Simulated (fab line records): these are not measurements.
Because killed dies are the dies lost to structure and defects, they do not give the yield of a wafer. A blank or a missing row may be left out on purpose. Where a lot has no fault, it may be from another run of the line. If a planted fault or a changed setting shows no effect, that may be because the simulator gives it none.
fab line records -- flow sky130 -- part 1 of 2: steps 1 to 26 of 38
record: lots: 5, wafers: 15, last_day: 50
route steps=708 shown FIELD_ISO@2 NWELL@32 DNWELL@35
lots untouched by any fault: they come from a run of this same line in which no faults occurred
start_h: start of the lot's first displayed wafer, in hours after the record's first day -- wait_h: hours elapsed since this lot's preceding step -- " unchanged from the row above -- L1.1+2: a single row standing in for several wafers -- - value missing, or start not given -- * or withheld: withheld -- < > ~ a bound
route shown NAME@n: NAME is a module with steps in the file, n the number in the route of the first one -- usual: mean and standard deviation over wafers with no fault -- same: alike in all rows -- chamber/n: place in a boat -- sites: readings site by site -- _std_site: their standard deviation -- _edge_site: inner sites' mean taken away from outer sites' mean -- radius_mm: for every site, how far away it sits from the centre of the wafer -- mask NAME#n: copy n -- behind: the tool/chamber that last shaped the wafer -- hold: the reason the lot was held/the length of the hold in hours/how it ended -- device: the n, p or np transistor that did not switch -- end of line: tests of these same wafers at the route's end -- a step given without rows: its recipe and nothing more -- killed: dies that structure and defects cost at the first sort, which is not the same as the wafer's yield -- map: a wafer's dies, marking killed ones x, the rest . and places with no die _
set.NAME: the setting that was run; set.NAME@STEP: the one run at that earlier step -- model.NAME: the simulator's own value behind a step, which no gauge read
lots at some steps of the route; a table a step, a row a wafer
services: when a tool's chamber went out of use (start_h, in hours from the record's first day, below 0 if earlier), for how many hours, and the reason
== steps ==
step: SKY_FIELD_ISO_OXIDATION_01
recipe: temp_c: 900, ambient: O2, stabilise_s: 600, purge_s: 300, target_thk_a: 120, ox_time_s: 1843
usual: ox_temp_c: 900.0/0.38, spike_tc_lower_C: 900.4/0.96
lot.wafer,tool,chamber,start_h,wait_h,ox_temp_c,spike_tc_lower_C
L075.1,furnace-02,0,16.24,1.2,899.9,898.6
L075.3,furnace-02,0,16.24,1.2,899.8,897.8
L075.4,furnace-02,0,16.24,1.2,899.6,899.1
L076.2,furnace-02,0,20.58,0.5,900.6,902.0
L076.3,furnace-02,0,20.58,0.5,899.5,901.2
L076.6,furnace-02,0,20.58,0.5,900.1,900.6
L090.1,furnace-02,0,91.61,1.6,900.2,899.9
L090.2,furnace-02,0,91.61,1.6,899.7,899.8
L090.4,furnace-02,0,91.61,1.6,899.4,901.3
L093.1,furnace-02,0,105.12,0.1,900.0,898.7
L093.2,furnace-02,0,105.12,0.1,900.0,898.9
L093.3,furnace-02,0,105.12,0.1,900.4,899.4
L095.2,furnace-01,0,115.62,0.6,899.8,900.6
L095.4,furnace-01,0,115.62,0.6,899.8,901.7
L095.6,furnace-01,0,115.62,0.6,900.3,901.3
step: SKY_FIELD_ISO_THK_MEAS_02
recipe: reads: SiO2_of_FIELD_ISO_OXIDATION_01
usual: FIELD_ISO_OXIDATION_00_THK: 11.98/0.22
lot.wafer,tool,chamber,start_h,wait_h,FIELD_ISO_OXIDATION_00_THK[nm]
L075.1,film_metro-04,-,17.75,0.0,12.02
L075.3,film_metro-04,-,17.75,0.0,12.10
L075.4,film_metro-04,-,17.75,0.0,12.28
L076.2,film_metro-02,-,22.10,0.0,11.91
L076.3,film_metro-02,-,22.10,0.0,11.63
L076.6,film_metro-02,-,22.10,0.0,11.69
L090.1,film_metro-02,-,93.12,0.0,11.99
L090.2,film_metro-02,-,93.12,0.0,12.03
L090.4,film_metro-02,-,93.12,0.0,11.98
L093.1,film_metro-01,-,106.63,0.0,12.06
L093.2,film_metro-01,-,106.63,0.0,11.88
L093.3,film_metro-01,-,106.63,0.0,11.83
L095.2,film_metro-04,-,117.14,0.0,11.50
L095.4,film_metro-04,-,117.14,0.0,11.61
L095.6,film_metro-04,-,117.14,0.0,11.58
step: SKY_FIELD_ISO_CVD_03
recipe: material: Si3N4, precursor: DCS/NH3, target_thk_nm: 165, temp_c: 770, time_s: 2830, pressure_mtorr: 250
usual: spike_tc_lower_C: 770.8/1.3
lot.wafer,tool,chamber,start_h,wait_h,spike_tc_lower_C
L075.1,lpcvd-02,1,17.81,0.1,770.6
L075.3,lpcvd-02,1,17.81,0.1,771.4
L075.4,lpcvd-02,1,17.81,0.1,772.0
L076.2,lpcvd-02,1,23.36,1.2,772.4
L076.3,lpcvd-02,1,23.36,1.2,772.5
L076.6,lpcvd-02,1,23.36,1.2,770.6
L090.1,lpcvd-02,1,94.09,1.0,772.6
L090.2,lpcvd-02,1,94.09,1.0,770.9
L090.4,lpcvd-02,1,94.09,1.0,771.0
L093.1,lpcvd-02,1,108.72,2.1,771.5
L093.2,lpcvd-02,1,108.72,2.1,771.2
L093.3,lpcvd-02,1,108.72,2.1,769.9
L095.2,lpcvd-02,0,117.19,0.0,771.4
L095.4,lpcvd-02,0,117.19,0.0,770.0
L095.6,lpcvd-02,0,117.19,0.0,770.1
step: SKY_FIELD_ISO_THK_MEAS_04
recipe: reads: Si3N4_of_FIELD_ISO_CVD_03
usual: FIELD_ISO_CVD_03_THK: 163.8/1.5
lot.wafer,tool,chamber,start_h,wait_h,FIELD_ISO_CVD_03_THK[nm]
L075.1,film_metro-02,-,19.59,0.0,163.3
L075.3,film_metro-02,-,19.59,0.0,163.4
L075.4,film_metro-02,-,19.59,0.0,163.7
L076.2,film_metro-02,-,25.16,0.0,164.2
L076.3,film_metro-02,-,25.16,0.0,164.9
L076.6,film_metro-02,-,25.16,0.0,164.7
L090.1,film_metro-04,-,95.87,0.0,162.0
L090.2,film_metro-04,-,95.87,0.0,162.0
L090.4,film_metro-04,-,95.87,0.0,162.4
L093.1,film_metro-04,-,110.50,0.0,163.2
L093.2,film_metro-04,-,110.50,0.0,164.0
L093.3,film_metro-04,-,110.50,0.0,163.0
L095.2,film_metro-01,-,118.99,0.0,163.0
L095.4,film_metro-01,-,118.99,0.0,163.4
L095.6,film_metro-01,-,118.99,0.0,163.6
step: SKY_FIELD_ISO_DEHYDRATE_05
recipe: temp_c: 200, time_s: 60
lot.wafer,tool,chamber,start_h,wait_h
L075.1+3+4,litho_track-04,0,25.79,6.2
L076.2+3+6,litho_track-04,0,32.02,6.9
L090.1+2+4,litho_track-01,0,104.23,8.4
L093.1+2+3,litho_track-04,0,118.99,8.5
L095.2+4+6,litho_track-03,0,127.07,8.1
step: SKY_FIELD_ISO_HMDS_06
recipe: prime_time_s: 60, prime_temp_c: 120
lot.wafer,tool,chamber,start_h,wait_h
L075.1+3+4,litho_track-04,0,25.94,0.1
L076.2+3+6,litho_track-04,0,32.17,0.1
L090.1+2+4,litho_track-01,0,104.38,0.1
L093.1+2+3,litho_track-04,0,119.14,0.1
L095.2+4+6,litho_track-03,0,127.22,0.1
step: SKY_FIELD_ISO_COAT_07
recipe: resist: BARC, temp_c: withheld, time_s: withheld, spin_rpm: 3000, resist_thk_nm: 60
lot.wafer,tool,chamber,start_h,wait_h
L075.1+3+4,litho_track-04,0,26.09,0.1
L076.2+3+6,litho_track-04,0,32.32,0.1
L090.1+2+4,litho_track-01,0,104.53,0.1
L093.1+2+3,litho_track-04,0,119.29,0.1
L095.2+4+6,litho_track-03,0,127.37,0.1
step: SKY_FIELD_ISO_COAT_08
recipe: resist: KrF-thick, spin_rpm: 3000, resist_thk_nm: 450
lot.wafer,tool,chamber,start_h,wait_h
L075.1+3+4,litho_track-04,0,-,-
L076.2+3+6,litho_track-04,0,-,-
L090.1+2+4,litho_track-01,0,-,-
L093.1+2+3,litho_track-04,0,-,-
L095.2+4+6,litho_track-03,0,-,-
step: SKY_FIELD_ISO_SOFTBAKE_09
recipe: temp_c: 100, time_s: 90, resist: KrF-thick
lot.wafer,tool,chamber,start_h,wait_h
L075.1+3+4,litho_track-04,0,-,-
L076.2+3+6,litho_track-04,0,-,-
L090.1+2+4,litho_track-01,0,-,-
L093.1+2+3,litho_track-04,0,-,-
L095.2+4+6,litho_track-03,0,-,-
step: SKY_FIELD_ISO_EXPOSE_10
recipe: mask_id: FOM, na: 0.68, source_shape: annular, sigma_inner: 0.4, sigma_outer: 0.8, target_cd_nm: 150, dose_mj: 28
usual: focus_offset_nm: -0.2/0.44
same: na: 0.68
lot.wafer,tool,chamber,start_h,wait_h,mask,focus_offset_nm
L075.1,krf_scanner-02,0,-,-,FOM#0,-0.5
L075.3,krf_scanner-02,0,-,-,FOM#0,-0.9
L075.4,krf_scanner-02,0,-,-,FOM#0,-0.3
L076.2,krf_scanner-02,0,-,-,FOM#0,0.2
L076.3,krf_scanner-02,0,-,-,FOM#0,0.3
L076.6,krf_scanner-02,0,-,-,FOM#0,0.5
L090.1,krf_scanner-02,0,-,-,FOM#0,-0.4
L090.2,krf_scanner-02,0,-,-,FOM#0,0.0
L090.4,krf_scanner-02,0,-,-,FOM#0,0.3
L093.1,krf_scanner-02,0,-,-,FOM#0,-0.8
L093.2,krf_scanner-02,0,-,-,FOM#0,-0.8
L093.3,krf_scanner-02,0,-,-,FOM#0,-0.2
L095.2,krf_scanner-01,0,-,-,FOM#0,-0.4
L095.4,krf_scanner-01,0,-,-,FOM#0,-0.2
L095.6,krf_scanner-01,0,-,-,FOM#0,0.0
step: SKY_FIELD_ISO_PEB_11
recipe: peb_temp_c: withheld, peb_time_s: withheld, resist: KrF-thick
lot.wafer,tool,chamber,start_h,wait_h
L075.1+3+4,litho_track-03,0,-,-
L076.2+3+6,litho_track-01,0,-,-
L090.1+2+4,litho_track-01,0,-,-
L093.1+2+3,litho_track-01,0,-,-
L095.2+4+6,litho_track-01,0,-,-
step: SKY_FIELD_ISO_DEVELOP_12
recipe: develop_time_s: 60, resist: KrF-thick, dev_temp_c: 21
same: develop_time_s: 60
lot.wafer,tool,chamber,start_h,wait_h
L075.1+3+4,litho_track-03,0,-,-
L076.2+3+6,litho_track-01,0,-,-
L090.1+2+4,litho_track-01,0,-,-
L093.1+2+3,litho_track-01,0,-,-
L095.2+4+6,litho_track-01,0,-,-
step: SKY_FIELD_ISO_CD_MEAS_13
recipe: target_cd_nm: 150
usual: cd_nm: 149.6/1.6
lot.wafer,tool,chamber,start_h,wait_h,cd_nm
L075.1,cd_sem-02,-,34.30,-,152.8
L075.3,cd_sem-02,-,34.30,-,151.6
L075.4,cd_sem-02,-,34.30,-,149.9
L076.2,cd_sem-01,-,39.85,-,153.1
L076.3,cd_sem-01,-,39.85,-,151.2
L076.6,cd_sem-01,-,39.85,-,152.8
L090.1,cd_sem-01,-,113.73,-,151.0
L090.2,cd_sem-01,-,113.73,-,151.6
L090.4,cd_sem-01,-,113.73,-,150.2
L093.1,cd_sem-02,-,128.48,-,152.6
L093.2,cd_sem-02,-,128.48,-,150.4
L093.3,cd_sem-02,-,128.48,-,150.5
L095.2,cd_sem-02,-,136.75,-,149.3
L095.4,cd_sem-02,-,136.75,-,148.7
L095.6,cd_sem-02,-,136.75,-,149.2
step: SKY_FIELD_ISO_ETCH_14
recipe: chemistry: N2/H2, target: BARC, ion_energy_ev: 200, source_w: 500, bias_w: 100, pressure_mtorr: 30, n2_flow_sccm: 100, h2_flow_sccm: 200, stop_on: SiO2, time_s: 45.9, target_depth_a: 600
usual: drypump_motor_current_A: 5.9/0.44, oes_product_au: 0.854/0.0044, throttle_valve_pct: 13.225/0.0086
lot.wafer,tool,chamber,start_h,wait_h,drypump_motor_current_A,oes_product_au,rf_hours_counter_h,throttle_valve_pct
L075.1,rie_diel-03,2,34.42,0.1,6.2,0.856,30,13.210
L075.3,rie_diel-03,0,34.42,0.1,6.4,0.848,134,13.226
L075.4,rie_diel-03,3,34.42,0.1,6.0,0.851,64,13.234
L076.2,rie_diel-02,3,39.95,0.1,6.3,0.855,156,13.220
L076.3,rie_diel-02,2,39.95,0.1,5.3,0.855,70,13.216
L076.6,rie_diel-02,2,39.95,0.1,5.3,0.854,-,13.229
L090.1,rie_diel-03,0,113.85,0.1,6.4,0.854,135,13.214
L090.2,rie_diel-03,3,113.85,0.1,6.0,0.855,66,13.220
L090.4,rie_diel-03,1,113.85,0.1,5.5,0.851,16,13.223
L093.1,rie_diel-03,1,128.60,0.1,5.5,0.849,17,13.245
L093.2,rie_diel-03,3,128.60,0.1,6.0,0.852,66,13.230
L093.3,rie_diel-03,0,128.60,0.1,6.3,0.850,135,13.235
L095.2,rie_diel-02,2,136.85,0.1,5.3,0.859,72,13.229
L095.4,rie_diel-02,0,136.85,0.1,5.0,0.857,-,13.217
L095.6,rie_diel-02,1,136.85,0.1,6.4,0.861,-,13.241
step: SKY_FIELD_ISO_ETCH_15
recipe: chemistry: CHF3/O2, target_depth_nm: 180, stop_on: Si, source_w: 600, bias_w: 200, pressure_mtorr: 40, chf3_flow_sccm: 50, O2_flow_sccm: 5, time_s: 72
usual: drypump_motor_current_A: 5.9/0.44, oes_product_au: 0.941/0.007, throttle_valve_pct: 8.845/0.008
lot.wafer,tool,chamber,start_h,wait_h,drypump_motor_current_A,oes_product_au,rf_hours_counter_h,throttle_valve_pct
L075.1,rie_diel-03,2,34.46,0.0,6.2,0.940,30,8.840
L075.3,rie_diel-03,0,34.46,0.0,6.3,0.936,134,8.844
L075.4,rie_diel-03,3,34.46,0.0,6.0,0.935,64,8.847
L076.2,rie_diel-02,3,40.00,0.0,6.3,0.942,156,8.839
L076.3,rie_diel-02,2,40.00,0.0,5.3,0.952,70,8.842
L076.6,rie_diel-02,2,40.00,0.0,5.3,0.947,-,8.845
L090.1,rie_diel-03,0,113.90,0.0,6.3,0.937,135,8.847
L090.2,rie_diel-03,3,113.90,0.0,6.0,0.935,66,8.842
L090.4,rie_diel-03,1,113.90,0.0,5.5,0.940,16,8.833
L093.1,rie_diel-03,1,128.65,0.0,5.5,0.939,17,8.843
L093.2,rie_diel-03,3,128.65,0.0,6.0,0.951,66,8.847
L093.3,rie_diel-03,0,128.65,0.0,6.4,0.939,135,8.844
L095.2,rie_diel-02,2,136.90,0.0,5.3,0.937,72,8.844
L095.4,rie_diel-02,0,136.90,0.0,5.0,0.945,-,8.852
L095.6,rie_diel-02,1,136.90,0.0,6.4,0.932,-,8.856
step: SKY_FIELD_ISO_STRIP_16
recipe: chemistry: O2/N2, power_w: 1400, pressure_mtorr: 1500, platen_temp_c: withheld, o2_flow_sccm: 3000, n2_flow_sccm: 300, overash_fraction: 0.5
usual: drypump_motor_current_A: 5.7/0.45, oes_product_au: 0.378/0.0046, strip_time_to_endpoint_s: 3.55/0.032
lot.wafer,tool,chamber,start_h,wait_h,drypump_motor_current_A,oes_product_au,rf_hours_counter_h,strip_time_to_endpoint_s
L075.1,plasma_asher-02,1,34.52,0.0,5.7,0.371,33,3.52
L075.3,plasma_asher-02,1,34.52,0.0,5.7,0.383,-,3.54
L075.4,plasma_asher-02,0,34.52,0.0,6.0,0.375,-,3.53
L076.2,plasma_asher-03,0,40.05,0.0,5.0,0.382,36,3.58
L076.3,plasma_asher-03,1,40.05,0.0,6.1,0.374,-,3.53
L076.6,plasma_asher-03,1,40.05,0.0,6.1,0.377,-,3.52
L090.1,plasma_asher-02,1,113.95,0.0,5.7,0.377,41,3.53
L090.2,plasma_asher-02,0,113.95,0.0,6.1,0.376,41,3.55
L090.4,plasma_asher-02,1,113.95,0.0,5.7,0.373,-,3.49
L093.1,plasma_asher-04,0,128.70,0.0,6.2,0.383,1,3.54
L093.2,plasma_asher-04,1,128.70,0.0,5.8,0.378,1,3.54
L093.3,plasma_asher-04,1,128.70,0.0,5.8,0.381,-,3.52
L095.2,plasma_asher-02,1,136.95,0.0,5.8,0.380,43,3.51
L095.4,plasma_asher-02,0,136.95,0.0,6.1,0.371,-,3.53
L095.6,plasma_asher-02,0,136.95,0.0,6.1,0.377,-,3.51
step: SKY_FIELD_ISO_ETCH_17
recipe: target_depth_a: 3420, mask_material: Si3N4, chemistry: HBr/Cl2/O2, target: Si, taper_deg: 5, icp_w: 600, bias_w: 150, pressure_mtorr: 15, HBr_flow_sccm: 150, Cl2_flow_sccm: 40, O2_flow_sccm: 6, time_s: 97.7
usual: drypump_motor_current_A: 6.3/0.37, oes_product_au: 0.999/0.0074, throttle_valve_pct: 25.657/0.01
lot.wafer,tool,chamber,start_h,wait_h,drypump_motor_current_A,oes_product_au,rf_hours_counter_h,throttle_valve_pct
L075.1,rie_si-01,3,34.62,0.1,6.8,0.988,5,25.662
L075.3,rie_si-01,2,34.62,0.1,6.6,1.003,64,25.669
L075.4,rie_si-01,1,34.62,0.1,5.9,0.995,51,25.670
L076.2,rie_si-02,2,40.15,0.1,6.5,1.008,38,25.645
L076.3,rie_si-02,0,40.15,0.1,6.2,0.999,120,25.666
L076.6,rie_si-02,3,40.15,0.1,5.7,0.999,-,25.666
L090.1,rie_si-02,3,114.05,0.1,5.7,0.999,56,25.652
L090.2,rie_si-02,2,114.05,0.1,6.5,1.006,39,25.653
L090.4,rie_si-02,1,114.05,0.1,6.0,1.004,2,25.665
L093.1,rie_si-01,2,128.80,0.1,6.6,1.005,65,25.658
L093.2,rie_si-01,3,128.80,0.1,6.8,0.988,6,25.662
L093.3,rie_si-01,0,128.80,0.1,6.0,0.992,15,25.645
L095.2,rie_si-01,0,137.05,0.1,6.0,0.997,15,25.688
L095.4,rie_si-01,1,137.05,0.1,6.0,0.997,52,25.653
L095.6,rie_si-01,3,137.05,0.1,6.8,0.986,-,25.663
step: SKY_FIELD_ISO_WET_ETCH_18
recipe: chemistry: H3PO4, target_depth_nm: 25, temp_c: 160, target: Si3N4, time_s: 286
usual: bath_heat_duty_pct: 26.1/1.6
lot.wafer,tool,chamber,start_h,wait_h,bath_heat_duty_pct
L075.1,wet_bench-03,2,34.69,0.0,27.8
L075.3,wet_bench-03,2,34.69,0.0,27.3
L075.4,wet_bench-03,2,34.69,0.0,25.8
L076.2,wet_bench-03,1,40.22,0.0,25.8
L076.3,wet_bench-03,1,40.22,0.0,24.6
L076.6,wet_bench-03,1,40.22,0.0,24.7
L090.1,wet_bench-04,1,114.12,0.0,28.6
L090.2,wet_bench-04,1,114.12,0.0,27.7
L090.4,wet_bench-04,1,114.12,0.0,27.6
L093.1,wet_bench-03,2,128.87,0.0,25.4
L093.2,wet_bench-03,2,128.87,0.0,29.2
L093.3,wet_bench-03,2,128.87,0.0,25.5
L095.2,wet_bench-03,3,137.12,0.0,24.5
L095.4,wet_bench-03,3,137.12,0.0,23.6
L095.6,wet_bench-03,3,137.12,0.0,24.9
step: SKY_FIELD_ISO_CLEAN_19
recipe: chemistry: SC1/SC2, mix: 1:4:20, temp_c: 70, time_s: 150
usual: bath_heat_duty_pct: 14.4/1.3
lot.wafer,tool,chamber,start_h,wait_h,bath_heat_duty_pct
L075.1,wet_bench-04,3,34.78,0.0,14.2
L075.3,wet_bench-04,3,34.78,0.0,16.0
L075.4,wet_bench-04,3,34.78,0.0,15.8
L076.2,wet_bench-04,3,40.31,0.0,16.0
L076.3,wet_bench-04,3,40.31,0.0,13.4
L076.6,wet_bench-04,3,40.31,0.0,14.1
L090.1,wet_bench-01,1,114.22,0.0,12.1
L090.2,wet_bench-01,1,114.22,0.0,13.2
L090.4,wet_bench-01,1,114.22,0.0,11.2
L093.1,wet_bench-01,0,128.96,0.0,14.7
L093.2,wet_bench-01,0,128.96,0.0,13.3
L093.3,wet_bench-01,0,128.96,0.0,14.2
L095.2,wet_bench-04,2,137.22,0.0,16.0
L095.4,wet_bench-04,2,137.22,0.0,16.2
L095.6,wet_bench-04,2,137.22,0.0,14.8
step: SKY_FIELD_ISO_CLEAN_20
recipe: chemistry: dHF, time_s: 20, dilution: 100:1
lot.wafer,tool,chamber,start_h,wait_h
L075.1+3+4,wet_bench-01,3,34.83,0.0
L076.2+3+6,wet_bench-01,3,40.37,0.0
L090.1+2+4,wet_bench-03,1,114.27,0.0
L093.1+2+3,wet_bench-03,2,129.02,0.0
L095.2+4+6,wet_bench-01,2,137.27,0.0
step: SKY_FIELD_ISO_WET_ETCH_21
recipe: chemistry: dHF, dilution: 100:1, target_depth_nm: 20, dry: ipa_marangoni, target: SiO2, temp_c: 25, time_s: 400
usual: bath_heat_duty_pct: 6.3/0.59
lot.wafer,tool,chamber,start_h,wait_h,bath_heat_duty_pct
L075.1,wet_bench-03,2,34.84,0.0,6.6
L075.3,wet_bench-03,2,34.84,0.0,7.0
L075.4,wet_bench-03,2,34.84,0.0,6.5
L076.2,wet_bench-03,1,40.38,0.0,6.2
L076.3,wet_bench-03,1,40.38,0.0,5.7
L076.6,wet_bench-03,1,40.38,0.0,6.2
L090.1,wet_bench-04,0,114.29,0.0,5.9
L090.2,wet_bench-04,0,114.29,0.0,6.6
L090.4,wet_bench-04,0,114.29,0.0,5.5
L093.1,wet_bench-01,1,129.04,0.0,5.7
L093.2,wet_bench-01,1,129.04,0.0,5.8
L093.3,wet_bench-01,1,129.04,0.0,5.9
L095.2,wet_bench-03,3,137.29,0.0,5.7
L095.4,wet_bench-03,3,137.29,0.0,5.4
L095.6,wet_bench-03,3,137.29,0.0,5.9
step: SKY_FIELD_ISO_OXIDATION_22
recipe: temp_c: 950, ambient: O2, stabilise_s: 600, purge_s: 300, target_thk_a: 100, ox_time_s: 600.5
usual: ox_temp_c: 950.1/0.37, spike_tc_lower_C: 950.3/1.1
lot.wafer,tool,chamber,start_h,wait_h,ox_temp_c,spike_tc_lower_C
L075.1,furnace-02,0,34.96,0.0,949.8,950.9
L075.3,furnace-02,0,34.96,0.0,950.1,949.5
L075.4,furnace-02,0,34.96,0.0,950.4,949.0
L076.2,furnace-01,0,41.10,0.6,950.2,951.6
L076.3,furnace-01,0,41.10,0.6,950.6,951.8
L076.6,furnace-01,0,41.10,0.6,950.2,949.5
L090.1,furnace-01,0,114.45,0.0,950.6,949.5
L090.2,furnace-01,0,114.45,0.0,949.7,949.0
L090.4,furnace-01,0,114.45,0.0,950.2,949.6
L093.1,furnace-02,0,131.28,2.1,950.0,949.8
L093.2,furnace-02,0,131.28,2.1,949.5,951.1
L093.3,furnace-02,0,131.28,2.1,949.8,950.5
L095.2,furnace-01,0,137.42,0.0,950.6,952.4
L095.4,furnace-01,0,137.42,0.0,949.9,948.5
L095.6,furnace-01,0,137.42,0.0,949.8,950.1
step: SKY_FIELD_ISO_THK_MEAS_23
recipe: reads: SiO2_of_FIELD_ISO_OXIDATION_22
usual: FIELD_ISO_OXIDATION_01_THK: 9.71/0.19
lot.wafer,tool,chamber,start_h,wait_h,FIELD_ISO_OXIDATION_01_THK[nm]
L075.1,film_metro-04,-,36.14,0.0,9.78
L075.3,film_metro-04,-,36.14,0.0,9.81
L075.4,film_metro-04,-,36.14,0.0,9.71
L076.2,film_metro-01,-,42.28,0.0,9.92
L076.3,film_metro-01,-,42.28,0.0,9.88
L076.6,film_metro-01,-,42.28,0.0,9.84
L090.1,film_metro-01,-,115.62,0.0,9.72
L090.2,film_metro-01,-,115.62,0.0,9.47
L090.4,film_metro-01,-,115.62,0.0,9.49
L093.1,film_metro-01,-,132.45,0.0,9.34
L093.2,film_metro-01,-,132.45,0.0,9.58
L093.3,film_metro-01,-,132.45,0.0,9.35
L095.2,film_metro-04,-,138.60,0.0,9.67
L095.4,film_metro-04,-,138.60,0.0,9.49
L095.6,film_metro-04,-,138.60,0.0,9.53
step: SKY_FIELD_ISO_CVD_24
recipe: material: SiO2, target_thk_nm: 595, temp_c: 650, sigma_open_frac: 0.3, time_s: 99.2, sih4_flow_sccm: 60, pressure_mtorr: 6
usual: sih4_flow_sccm: 59.97/0.18
lot.wafer,tool,chamber,start_h,wait_h,sih4_flow_sccm
L075.1,hdpcvd-01,1,36.20,0.1,59.67
L075.3,hdpcvd-01,2,36.20,0.1,59.97
L075.4,hdpcvd-01,1,36.20,0.1,59.63
L076.2,hdpcvd-01,1,42.33,0.0,59.89
L076.3,hdpcvd-01,2,42.33,0.0,59.80
L076.6,hdpcvd-01,0,42.33,0.0,59.83
L090.1,hdpcvd-01,0,115.68,0.1,59.84
L090.2,hdpcvd-01,2,115.68,0.1,60.01
L090.4,hdpcvd-01,1,115.68,0.1,59.87
L093.1,hdpcvd-02,2,132.51,0.1,59.88
L093.2,hdpcvd-02,1,132.51,0.1,59.91
L093.3,hdpcvd-02,0,132.51,0.1,60.08
L095.2,hdpcvd-02,2,138.65,0.0,59.90
L095.4,hdpcvd-02,0,138.65,0.0,60.23
L095.6,hdpcvd-02,2,138.65,0.0,59.81
step: SKY_FIELD_ISO_THK_MEAS_25
recipe: reads: SiO2_of_FIELD_ISO_CVD_24
usual: FIELD_ISO_CVD_24_THK: 595/5.4
lot.wafer,tool,chamber,start_h,wait_h,FIELD_ISO_CVD_24_THK[nm]
L075.1,film_metro-01,-,36.27,0.0,602
L075.3,film_metro-01,-,36.27,0.0,600
L075.4,film_metro-01,-,36.27,0.0,599
L076.2,film_metro-04,-,42.41,0.0,596
L076.3,film_metro-04,-,42.41,0.0,599
L076.6,film_metro-04,-,42.41,0.0,591
L090.1,film_metro-02,-,115.75,0.0,591
L090.2,film_metro-02,-,115.75,0.0,591
L090.4,film_metro-02,-,115.75,0.0,590
L093.1,film_metro-02,-,132.58,0.0,584
L093.2,film_metro-02,-,132.58,0.0,596
L093.3,film_metro-02,-,132.58,0.0,595
L095.2,film_metro-02,-,138.73,0.0,596
L095.4,film_metro-02,-,138.73,0.0,586
L095.6,film_metro-02,-,138.73,0.0,593
step: SKY_FIELD_ISO_ANNEAL_26
recipe: temp_c: 1000, time_s: 1800, ambient: N2
usual: spike_tc_lower_C: 1000.3/1
lot.wafer,tool,chamber,start_h,wait_h,spike_tc_lower_C
L075.1,furnace-01,0,36.66,0.4,1001.6
L075.3,furnace-01,0,36.66,0.4,1001.5
L075.4,furnace-01,0,36.66,0.4,1001.7
L076.2,furnace-02,0,42.46,0.0,1001.1
L076.3,furnace-02,0,42.46,0.0,1001.5
L076.6,furnace-02,0,42.46,0.0,999.3
L090.1,furnace-02,0,118.48,2.7,999.0
L090.2,furnace-02,0,118.48,2.7,998.6
L090.4,furnace-02,0,118.48,2.7,999.9
L093.1,furnace-01,0,133.70,1.1,999.9
L093.2,furnace-01,0,133.70,1.1,1000.6
L093.3,furnace-01,0,133.70,1.1,1001.8
L095.2,furnace-01,0,138.78,0.0,998.4
L095.4,furnace-01,0,138.78,0.0,1001.2
L095.6,furnace-01,0,138.78,0.0,999.7
